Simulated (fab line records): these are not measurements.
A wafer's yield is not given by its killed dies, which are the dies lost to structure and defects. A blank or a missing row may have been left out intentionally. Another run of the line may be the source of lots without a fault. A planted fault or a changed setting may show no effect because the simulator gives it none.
fab line records || flow gf180mcu
record {"lots": 7, "wafers": 21, "last-day": 34}
route steps=602 shown NWELL@46 LVPWELL@54
lots untouched by any fault: they come from a run of this same line in which no faults occurred
start-h: the number of hours between the record's first day and the start of the first shown wafer of the lot || wait-h: hours since the lot's step before || " unchanged from the row above || L1.1+2: one row covering several wafers at once || - no value present, or no start provided || * or withheld: withheld || < > ~ a bound
route shown NAME@n: a module of which the file shows steps, and the number in the route of the first || usual: average and standard deviation across the fault-free wafers || same: alike in all rows || chamber/n: place in a boat || sites: the reading at each site || _std_site: standard deviation of those values || _edge_site: the outer-site mean with the inner-site mean subtracted || radius-mm: for every site, how far away it sits from the centre of the wafer || mask NAME#n: copy n || behind: tool/chamber where the wafer was last shaped || hold: what put the lot on hold/how long, in hours/how the hold closed || device: transistor that didn't switch, given as n, p or np || end of line: the route-end tests of the same wafers || step lacking rows: just its recipe || killed: count of dies lost to structure and defects at first sort (not the wafer's yield) || map: a wafer's dies, marking killed ones x, the rest . and places with no die _
set.NAME: setting as actually run; set.NAME@STEP: the setting as run at that earlier step || model.NAME: the simulator's own value behind a step, which no gauge read
lots at selected steps of the route; one table per step, one row per wafer
services: the hour from which a tool's chamber was out of use, counted from the record's first day as start-h (under 0 if before that day), plus the number of hours and why
## steps
# step GF_NWELL_EXPOSE_04
# recipe {"mask-id": "Nwell", "target-cd-nm": 860, "na": 0.6, "source-shape": "conventional", "sigma-outer": 0.6, "dose-mj": 260}
# step GF_NWELL_PEB_05
# recipe {"temp-c": 115, "time-s": "withheld"}
# step GF_NWELL_DEVELOP_06
# recipe {"wall-angle-deg": 90, "develop-time-s": 60, "dev-temp-c": 23}
# step GF_NWELL_OVL_MEAS_07
# usual {"NWELL_OVL": "0.9/1.1"}
{"lot.wafer": "L639.2", "tool": "overlay-02", "chamber": "-", "start-h": 121.28, "wait-h": "-", "NWELL_OVL[nm]": -0.3}
{"lot.wafer": "L639.3", "tool": "overlay-02", "chamber": "-", "start-h": 121.28, "wait-h": "-", "NWELL_OVL[nm]": -1.1}
{"lot.wafer": "L639.6", "tool": "overlay-02", "chamber": "-", "start-h": 121.28, "wait-h": "-", "NWELL_OVL[nm]": -1.9}
{"lot.wafer": "L642.2", "tool": "overlay-02", "chamber": "-", "start-h": 142.27, "wait-h": "-", "NWELL_OVL[nm]": -0.7}
{"lot.wafer": "L642.4", "tool": "overlay-02", "chamber": "-", "start-h": 142.27, "wait-h": "-", "NWELL_OVL[nm]": 2.0}
{"lot.wafer": "L642.6", "tool": "overlay-02", "chamber": "-", "start-h": 142.27, "wait-h": "-", "NWELL_OVL[nm]": 1.0}
{"lot.wafer": "L646.3", "tool": "overlay-02", "chamber": "-", "start-h": 159.10, "wait-h": "-", "NWELL_OVL[nm]": 1.8}
{"lot.wafer": "L646.4", "tool": "overlay-02", "chamber": "-", "start-h": 159.10, "wait-h": "-", "NWELL_OVL[nm]": 1.8}
{"lot.wafer": "L646.6", "tool": "overlay-02", "chamber": "-", "start-h": 159.10, "wait-h": "-", "NWELL_OVL[nm]": 0.3}
{"lot.wafer": "L647.1", "tool": "overlay-01", "chamber": "-", "start-h": 171.13, "wait-h": "-", "NWELL_OVL[nm]": 0.4}
{"lot.wafer": "L647.4", "tool": "overlay-01", "chamber": "-", "start-h": 171.13, "wait-h": "-", "NWELL_OVL[nm]": 2.1}
{"lot.wafer": "L647.5", "tool": "overlay-01", "chamber": "-", "start-h": 171.13, "wait-h": "-", "NWELL_OVL[nm]": 1.0}
{"lot.wafer": "L649.3", "tool": "overlay-01", "chamber": "-", "start-h": 178.85, "wait-h": "-", "NWELL_OVL[nm]": 2.2}
{"lot.wafer": "L649.4", "tool": "overlay-01", "chamber": "-", "start-h": 178.85, "wait-h": "-", "NWELL_OVL[nm]": 0.0}
{"lot.wafer": "L649.5", "tool": "overlay-01", "chamber": "-", "start-h": 178.85, "wait-h": "-", "NWELL_OVL[nm]": 2.4}
{"lot.wafer": "L648.2", "tool": "overlay-02", "chamber": "-", "start-h": 180.03, "wait-h": "-", "NWELL_OVL[nm]": 0.7}
{"lot.wafer": "L648.5", "tool": "overlay-02", "chamber": "-", "start-h": 180.03, "wait-h": "-", "NWELL_OVL[nm]": -1.7}
{"lot.wafer": "L648.6", "tool": "overlay-02", "chamber": "-", "start-h": 180.03, "wait-h": "-", "NWELL_OVL[nm]": 0.5}
{"lot.wafer": "L650.2", "tool": "overlay-02", "chamber": "-", "start-h": 184.48, "wait-h": "-", "NWELL_OVL[nm]": 1.7}
{"lot.wafer": "L650.3", "tool": "overlay-02", "chamber": "-", "start-h": 184.48, "wait-h": "-", "NWELL_OVL[nm]": -1.4}
{"lot.wafer": "L650.4", "tool": "overlay-02", "chamber": "-", "start-h": 184.48, "wait-h": "-", "NWELL_OVL[nm]": -0.9}
# step GF_NWELL_IMPLANT_08
# recipe {"species": "P", "energy-kev": 450, "dose-cm2": 1.5e+13, "tilt-deg": 0}
# step GF_NWELL_IMPLANT_09
# recipe {"species": "P", "energy-kev": 160, "dose-cm2": 4e+12, "tilt-deg": 0}
# step GF_NWELL_STRIP_10
# recipe {"chemistry": "O2/N2", "power-w": 1400, "pressure-mtorr": 1500, "platen-temp-c": 250, "o2-flow-sccm": 3000, "n2-flow-sccm": 300, "overash-fraction": 0.5}
# usual {"drypump-motor-current-A": "5.7/0.34", "heater-power-w": "332/17", "oes-product-au": "0.722/0.0045", "strip-time-to-endpoint-s": "36.97/0.11"}
{"lot.wafer": "L639.2", "tool": "plasma-asher-04", "chamber": 1, "start-h": 121.61, "wait-h": 0.1, "drypump-motor-current-A": 5.1, "heater-power-w": 331, "oes-product-au": 0.726, "rf-hours-counter-h": 50, "strip-time-to-endpoint-s": 37.02}
{"lot.wafer": "L639.3", "tool": "plasma-asher-04", "chamber": 1, "start-h": 121.61, "wait-h": 0.1, "drypump-motor-current-A": 5.1, "heater-power-w": 333, "oes-product-au": 0.723, "rf-hours-counter-h": "-", "strip-time-to-endpoint-s": 37.09}
{"lot.wafer": "L639.6", "tool": "plasma-asher-04", "chamber": 0, "start-h": 121.61, "wait-h": 0.1, "drypump-motor-current-A": 5.8, "heater-power-w": 294, "oes-product-au": 0.720, "rf-hours-counter-h": "-", "strip-time-to-endpoint-s": 37.15}
{"lot.wafer": "L642.2", "tool": "plasma-asher-01", "chamber": 1, "start-h": 142.60, "wait-h": 0.1, "drypump-motor-current-A": 5.6, "heater-power-w": 353, "oes-product-au": 0.722, "rf-hours-counter-h": 48, "strip-time-to-endpoint-s": 36.90}
{"lot.wafer": "L642.4", "tool": "plasma-asher-01", "chamber": 1, "start-h": 142.60, "wait-h": 0.1, "drypump-motor-current-A": 5.6, "heater-power-w": 357, "oes-product-au": 0.718, "rf-hours-counter-h": "-", "strip-time-to-endpoint-s": 37.15}
{"lot.wafer": "L642.6", "tool": "plasma-asher-01", "chamber": 1, "start-h": 142.60, "wait-h": 0.1, "drypump-motor-current-A": 5.6, "heater-power-w": 355, "oes-product-au": 0.717, "rf-hours-counter-h": "-", "strip-time-to-endpoint-s": 36.99}
{"lot.wafer": "L646.3", "tool": "plasma-asher-01", "chamber": 1, "start-h": 159.46, "wait-h": 0.1, "drypump-motor-current-A": 5.6, "heater-power-w": 362, "oes-product-au": 0.723, "rf-hours-counter-h": "-", "strip-time-to-endpoint-s": 37.02}
{"lot.wafer": "L646.4", "tool": "plasma-asher-01", "chamber": 0, "start-h": 159.46, "wait-h": 0.1, "drypump-motor-current-A": 6.1, "heater-power-w": 326, "oes-product-au": 0.725, "rf-hours-counter-h": "-", "strip-time-to-endpoint-s": 37.02}
{"lot.wafer": "L646.6", "tool": "plasma-asher-01", "chamber": 1, "start-h": 159.46, "wait-h": 0.1, "drypump-motor-current-A": 5.6, "heater-power-w": 358, "oes-product-au": 0.721, "rf-hours-counter-h": "-", "strip-time-to-endpoint-s": 36.93}
{"lot.wafer": "L647.1", "tool": "plasma-asher-04", "chamber": 1, "start-h": 171.46, "wait-h": 0.1, "drypump-motor-current-A": 5.1, "heater-power-w": 342, "oes-product-au": 0.719, "rf-hours-counter-h": 55, "strip-time-to-endpoint-s": 37.05}
{"lot.wafer": "L647.4", "tool": "plasma-asher-04", "chamber": 0, "start-h": 171.46, "wait-h": 0.1, "drypump-motor-current-A": 5.8, "heater-power-w": 298, "oes-product-au": 0.725, "rf-hours-counter-h": "-", "strip-time-to-endpoint-s": 36.99}
{"lot.wafer": "L647.5", "tool": "plasma-asher-04", "chamber": 1, "start-h": 171.46, "wait-h": 0.1, "drypump-motor-current-A": 5.1, "heater-power-w": 330, "oes-product-au": 0.717, "rf-hours-counter-h": "-", "strip-time-to-endpoint-s": 36.92}
{"lot.wafer": "L649.3", "tool": "plasma-asher-02", "chamber": 1, "start-h": 179.21, "wait-h": 0.1, "drypump-motor-current-A": 5.6, "heater-power-w": 324, "oes-product-au": 0.713, "rf-hours-counter-h": "-", "strip-time-to-endpoint-s": 36.98}
{"lot.wafer": "L649.4", "tool": "plasma-asher-02", "chamber": 0, "start-h": 179.21, "wait-h": 0.1, "drypump-motor-current-A": 6.2, "heater-power-w": 342, "oes-product-au": 0.722, "rf-hours-counter-h": "-", "strip-time-to-endpoint-s": 36.98}
{"lot.wafer": "L649.5", "tool": "plasma-asher-02", "chamber": 0, "start-h": 179.21, "wait-h": 0.1, "drypump-motor-current-A": 6.1, "heater-power-w": 346, "oes-product-au": 0.721, "rf-hours-counter-h": "-", "strip-time-to-endpoint-s": 37.06}
{"lot.wafer": "L648.2", "tool": "plasma-asher-01", "chamber": 1, "start-h": 180.36, "wait-h": 0.1, "drypump-motor-current-A": 5.7, "heater-power-w": 352, "oes-product-au": 0.723, "rf-hours-counter-h": 51, "strip-time-to-endpoint-s": 36.92}
{"lot.wafer": "L648.5", "tool": "plasma-asher-01", "chamber": 0, "start-h": 180.36, "wait-h": 0.1, "drypump-motor-current-A": 6.1, "heater-power-w": 329, "oes-product-au": 0.722, "rf-hours-counter-h": "-", "strip-time-to-endpoint-s": 37.07}
{"lot.wafer": "L648.6", "tool": "plasma-asher-01", "chamber": 1, "start-h": 180.36, "wait-h": 0.1, "drypump-motor-current-A": 5.6, "heater-power-w": 370, "oes-product-au": 0.728, "rf-hours-counter-h": "-", "strip-time-to-endpoint-s": 37.11}
{"lot.wafer": "L650.2", "tool": "plasma-asher-02", "chamber": 1, "start-h": 184.81, "wait-h": 0.1, "drypump-motor-current-A": 5.6, "heater-power-w": 326, "oes-product-au": 0.723, "rf-hours-counter-h": 42, "strip-time-to-endpoint-s": 36.90}
{"lot.wafer": "L650.3", "tool": "plasma-asher-02", "chamber": 0, "start-h": 184.81, "wait-h": 0.1, "drypump-motor-current-A": 6.2, "heater-power-w": 343, "oes-product-au": 0.718, "rf-hours-counter-h": "-", "strip-time-to-endpoint-s": 37.10}
{"lot.wafer": "L650.4", "tool": "plasma-asher-02", "chamber": 1, "start-h": 184.81, "wait-h": 0.1, "drypump-motor-current-A": 5.7, "heater-power-w": 326, "oes-product-au": 0.718, "rf-hours-counter-h": "-", "strip-time-to-endpoint-s": 36.99}
# step GF_NWELL_TW_MEAS_11
# usual {"NWELL_TW": "1564/17"}
{"lot.wafer": "L639.2", "tool": "film-metro-02", "chamber": "-", "start-h": 121.72, "wait-h": 0.1, "NWELL_TW": 1540}
{"lot.wafer": "L639.3", "tool": "film-metro-02", "chamber": "-", "start-h": 121.72, "wait-h": 0.1, "NWELL_TW": 1535}
{"lot.wafer": "L639.6", "tool": "film-metro-02", "chamber": "-", "start-h": 121.72, "wait-h": 0.1, "NWELL_TW": 1548}
{"lot.wafer": "L642.2", "tool": "film-metro-01", "chamber": "-", "start-h": 142.71, "wait-h": 0.1, "NWELL_TW": 1590}
{"lot.wafer": "L642.4", "tool": "film-metro-01", "chamber": "-", "start-h": 142.71, "wait-h": 0.1, "NWELL_TW": 1582}
{"lot.wafer": "L642.6", "tool": "film-metro-01", "chamber": "-", "start-h": 142.71, "wait-h": 0.1, "NWELL_TW": 1595}
{"lot.wafer": "L646.3", "tool": "film-metro-02", "chamber": "-", "start-h": 159.54, "wait-h": 0.1, "NWELL_TW": 1536}
{"lot.wafer": "L646.4", "tool": "film-metro-02", "chamber": "-", "start-h": 159.54, "wait-h": 0.1, "NWELL_TW": 1544}
{"lot.wafer": "L646.6", "tool": "film-metro-02", "chamber": "-", "start-h": 159.54, "wait-h": 0.1, "NWELL_TW": 1542}
{"lot.wafer": "L647.1", "tool": "film-metro-03", "chamber": "-", "start-h": 171.56, "wait-h": 0.1, "NWELL_TW": 1569}
{"lot.wafer": "L647.4", "tool": "film-metro-03", "chamber": "-", "start-h": 171.56, "wait-h": 0.1, "NWELL_TW": 1566}
{"lot.wafer": "L647.5", "tool": "film-metro-03", "chamber": "-", "start-h": 171.56, "wait-h": 0.1, "NWELL_TW": 1563}
{"lot.wafer": "L649.3", "tool": "film-metro-03", "chamber": "-", "start-h": 179.29, "wait-h": 0.1, "NWELL_TW": 1574}
{"lot.wafer": "L649.4", "tool": "film-metro-03", "chamber": "-", "start-h": 179.29, "wait-h": 0.1, "NWELL_TW": 1568}
{"lot.wafer": "L649.5", "tool": "film-metro-03", "chamber": "-", "start-h": 179.29, "wait-h": 0.1, "NWELL_TW": 1566}
{"lot.wafer": "L648.2", "tool": "film-metro-03", "chamber": "-", "start-h": 180.47, "wait-h": 0.1, "NWELL_TW": 1571}
{"lot.wafer": "L648.5", "tool": "film-metro-03", "chamber": "-", "start-h": 180.47, "wait-h": 0.1, "NWELL_TW": 1566}
{"lot.wafer": "L648.6", "tool": "film-metro-03", "chamber": "-", "start-h": 180.47, "wait-h": 0.1, "NWELL_TW": 1568}
{"lot.wafer": "L650.2", "tool": "film-metro-03", "chamber": "-", "start-h": 184.92, "wait-h": 0.1, "NWELL_TW": 1568}
{"lot.wafer": "L650.3", "tool": "film-metro-03", "chamber": "-", "start-h": 184.92, "wait-h": 0.1, "NWELL_TW": 1563}
{"lot.wafer": "L650.4", "tool": "film-metro-03", "chamber": "-", "start-h": 184.92, "wait-h": 0.1, "NWELL_TW": 1573}
# step GF_LVPWELL_DEHYDRATE_00
# recipe {"temp-c": 200, "time-s": 60}
# step GF_LVPWELL_HMDS_01
# recipe {"prime-time-s": 60, "prime-temp-c": 120}
# step GF_LVPWELL_COAT_02
# recipe {"spin-rpm": 2000, "resist-thk-nm": 3000}
# step GF_LVPWELL_SOFTBAKE_03
# recipe {"temp-c": 110, "time-s": "withheld"}
# step GF_LVPWELL_EXPOSE_04
# recipe {"mask-id": "LVPWELL", "target-cd-nm": 600, "na": 0.6, "source-shape": "conventional", "sigma-outer": 0.6, "dose-mj": 260}
# usual {"exposure-dose-mJ-cm2": "260.00/0.25", "focus-offset-nm": "0.0/0.45"}
{"lot.wafer": "L639.2", "tool": "iline-stepper-02", "chamber": 0, "start-h": 129.00, "wait-h": "-", "mask": "LVPWELL#0", "exposure-dose-mJ-cm2": 259.91, "focus-offset-nm": 0.3}
{"lot.wafer": "L639.3", "tool": "iline-stepper-02", "chamber": 0, "start-h": 129.00, "wait-h": "-", "mask": "LVPWELL#0", "exposure-dose-mJ-cm2": 259.79, "focus-offset-nm": -0.7}
{"lot.wafer": "L639.6", "tool": "iline-stepper-02", "chamber": 0, "start-h": 129.00, "wait-h": "-", "mask": "LVPWELL#0", "exposure-dose-mJ-cm2": 260.09, "focus-offset-nm": 0.3}
{"lot.wafer": "L642.2", "tool": "iline-stepper-02", "chamber": 0, "start-h": 149.35, "wait-h": "-", "mask": "LVPWELL#0", "exposure-dose-mJ-cm2": 259.61, "focus-offset-nm": -0.2}
{"lot.wafer": "L642.4", "tool": "iline-stepper-02", "chamber": 0, "start-h": 149.35, "wait-h": "-", "mask": "LVPWELL#0", "exposure-dose-mJ-cm2": 259.49, "focus-offset-nm": -0.5}
{"lot.wafer": "L642.6", "tool": "iline-stepper-02", "chamber": 0, "start-h": 149.35, "wait-h": "-", "mask": "LVPWELL#0", "exposure-dose-mJ-cm2": 260.18, "focus-offset-nm": -0.2}
{"lot.wafer": "L646.3", "tool": "iline-stepper-01", "chamber": "-", "start-h": 167.27, "wait-h": "-", "mask": "LVPWELL#0", "exposure-dose-mJ-cm2": "-", "focus-offset-nm": "-"}
{"lot.wafer": "L646.4", "tool": "iline-stepper-01", "chamber": "-", "start-h": 167.27, "wait-h": "-", "mask": "LVPWELL#0", "exposure-dose-mJ-cm2": "-", "focus-offset-nm": "-"}
{"lot.wafer": "L646.6", "tool": "iline-stepper-01", "chamber": "-", "start-h": 167.27, "wait-h": "-", "mask": "LVPWELL#0", "exposure-dose-mJ-cm2": "-", "focus-offset-nm": "-"}
{"lot.wafer": "L647.1", "tool": "iline-stepper-02", "chamber": "-", "start-h": 179.80, "wait-h": "-", "mask": "LVPWELL#0", "exposure-dose-mJ-cm2": "-", "focus-offset-nm": "-"}
{"lot.wafer": "L647.4", "tool": "iline-stepper-02", "chamber": "-", "start-h": 179.80, "wait-h": "-", "mask": "LVPWELL#0", "exposure-dose-mJ-cm2": "-", "focus-offset-nm": "-"}
{"lot.wafer": "L647.5", "tool": "iline-stepper-02", "chamber": "-", "start-h": 179.80, "wait-h": "-", "mask": "LVPWELL#0", "exposure-dose-mJ-cm2": "-", "focus-offset-nm": "-"}
{"lot.wafer": "L649.3", "tool": "iline-stepper-02", "chamber": "-", "start-h": 187.38, "wait-h": "-", "mask": "LVPWELL#0", "exposure-dose-mJ-cm2": "-", "focus-offset-nm": "-"}
{"lot.wafer": "L649.4", "tool": "iline-stepper-02", "chamber": "-", "start-h": 187.38, "wait-h": "-", "mask": "LVPWELL#0", "exposure-dose-mJ-cm2": "-", "focus-offset-nm": "-"}
{"lot.wafer": "L649.5", "tool": "iline-stepper-02", "chamber": "-", "start-h": 187.38, "wait-h": "-", "mask": "LVPWELL#0", "exposure-dose-mJ-cm2": "-", "focus-offset-nm": "-"}
{"lot.wafer": "L648.2", "tool": "iline-stepper-02", "chamber": 0, "start-h": 188.76, "wait-h": "-", "mask": "LVPWELL#0", "exposure-dose-mJ-cm2": 260.14, "focus-offset-nm": 0.2}
{"lot.wafer": "L648.5", "tool": "iline-stepper-02", "chamber": 0, "start-h": 188.76, "wait-h": "-", "mask": "LVPWELL#0", "exposure-dose-mJ-cm2": 260.08, "focus-offset-nm": 0.1}
{"lot.wafer": "L648.6", "tool": "iline-stepper-02", "chamber": 0, "start-h": 188.76, "wait-h": "-", "mask": "LVPWELL#0", "exposure-dose-mJ-cm2": 260.30, "focus-offset-nm": 0.3}
{"lot.wafer": "L650.2", "tool": "iline-stepper-01", "chamber": 0, "start-h": 193.38, "wait-h": "-", "mask": "LVPWELL#0", "exposure-dose-mJ-cm2": 260.21, "focus-offset-nm": 0.2}
{"lot.wafer": "L650.3", "tool": "iline-stepper-01", "chamber": 0, "start-h": 193.38, "wait-h": "-", "mask": "LVPWELL#0", "exposure-dose-mJ-cm2": 260.09, "focus-offset-nm": 0.5}
{"lot.wafer": "L650.4", "tool": "iline-stepper-01", "chamber": 0, "start-h": 193.38, "wait-h": "-", "mask": "LVPWELL#0", "exposure-dose-mJ-cm2": 260.35, "focus-offset-nm": 1.5}
# step GF_LVPWELL_PEB_05
# recipe {"temp-c": 115, "time-s": "withheld"}
## services
{"tool": "iline-stepper-01", "chamber": 0, "start-h": 105.78, "hours": "-", "kind": "calibration"}
{"tool": "iline-stepper-02", "chamber": 0, "start-h": 114.14, "hours": "-", "kind": "calibration"}
{"tool": "iline-stepper-01", "chamber": "-", "start-h": 122.16, "hours": 1.7, "kind": "pm"}
{"tool": "iline-stepper-01", "chamber": "-", "start-h": 131.21, "hours": 6.5, "kind": "repair"}
{"tool": "plasma-asher-04", "chamber": "-", "start-h": 155.47, "hours": 2.8, "kind": "pm"}
{"tool": "iline-stepper-01", "chamber": "-", "start-h": 179.58, "hours": 2.5, "kind": "repair"}
{"tool": "plasma-asher-02", "chamber": "-", "start-h": 189.37, "hours": 2.8, "kind": "pm"}
## key
first-sign {"step": "GF_LVPWELL_EXPOSE_04", "reading": "tool-record", "direction": "missing"}
effect none on later readings
met-at GF_LVPWELL_EXPOSE_04
struck-wafers L646.3,L646.4,L646.6,L647.1,L647.4,L647.5,L649.3,L649.4,L649.5
sort-left-out L646.3,L646.4,L646.6,L647.1,L647.4,L647.5,L649.3,L649.4,L649.5
tester-left-out L646,L647,L649
onset-between 149.35 167.27
fault {"kind": "skipped-step-whole", "tool": "iline-stepper-01,iline-stepper-02", "chamber": "-", "onset-h": 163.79, "steps": "GF_LVPWELL_EXPOSE_04", "scope": "struck-lots-only"}
# tester-left-out: of these lots the tester's yield and bins aren't shown, on N5 and GAA mostly nor the transistor test; their killed dies are dies lost to structure and defects alone, not to doping, threshold or leakage, so they don't give the yield
# sort-left-out: the simulated sort isn't trusted on such a fault, so these wafers' sort isn't shown, and their yield isn't known
